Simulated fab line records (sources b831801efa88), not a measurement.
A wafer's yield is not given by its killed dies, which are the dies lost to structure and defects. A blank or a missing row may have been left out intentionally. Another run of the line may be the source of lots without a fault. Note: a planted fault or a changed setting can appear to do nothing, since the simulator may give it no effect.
Matching of chambers :: flow sky130 :: 4 sister chambers for SKY_VIA3_CMP_24 on cmp-01
The step polishes, stops on SiO2, t overpolish 20 s, target thk 0 nm. 4 wafers are shown with their chamber, then 12 later ones without.

## WAFERS WITH THEIR CHAMBER
wafer: L084.3
chamber: 1
motor current A (A): 10.0

wafer: L091.3
chamber: 2
motor current A (A): 8.9

wafer: L091.5
chamber: 0
motor current A (A): 11.4

wafer: L091.6
chamber: 3
motor current A (A): 9.2

## WAFERS WITHOUT THEIR CHAMBER
wafer: L092.1
motor current A (A): 9.2

wafer: L092.3
motor current A (A): 11.5

wafer: L092.5
motor current A (A): 11.1

wafer: L093.2
motor current A (A): 9.4

wafer: L093.3
motor current A (A): 10.4

wafer: L093.5
motor current A (A): 9.2

wafer: L094.2
motor current A (A): 9.8

wafer: L094.4
motor current A (A): 11.5

wafer: L094.6
motor current A (A): 11.6

wafer: L096.1
motor current A (A): 9.0

wafer: L096.2
motor current A (A): 10.8

wafer: L096.4
motor current A (A): 11.9

## WHICH CHAMBER EACH WENT THROUGH
wafer: L092.1
from the rows above: can't be placed: 3 or 2
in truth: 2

wafer: L092.3
from the rows above: 0
in truth: 0

wafer: L092.5
from the rows above: 0
in truth: 0

wafer: L093.2
from the rows above: can't be placed: 3 or 2 or 1
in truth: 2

wafer: L093.3
from the rows above: 1
in truth: 1

wafer: L093.5
from the rows above: can't be placed: 3 or 2
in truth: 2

wafer: L094.2
from the rows above: can't be placed: 1 or 3
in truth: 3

wafer: L094.4
from the rows above: 0
in truth: 0

wafer: L094.6
from the rows above: 0
in truth: 0

wafer: L096.1
from the rows above: can't be placed: 2 or 3
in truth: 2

wafer: L096.2
from the rows above: can't be placed: 0 or 1
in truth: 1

wafer: L096.4
from the rows above: 0
in truth: 0
6 of 12 placed correctly. Not placeable from these rows: 6 (in 6, the candidates include the true chamber). 0 placed wrongly.
How it was worked out, from the rows above alone: a wafer's distance from a chamber is the root of the sum, over the readings, of the square of ((its reading less the chamber's mean) divided by the reading's scatter). If the next closest chamber is less than 2 further off than the closest, the wafer can't be placed; otherwise it belongs to the closest. For every chamber, the mean is computed from those of its wafers that are shown. The scatter (one wafer shown for each chamber): square how far every hidden wafer sits from the nearest shown wafer, average those squares and take the square root.
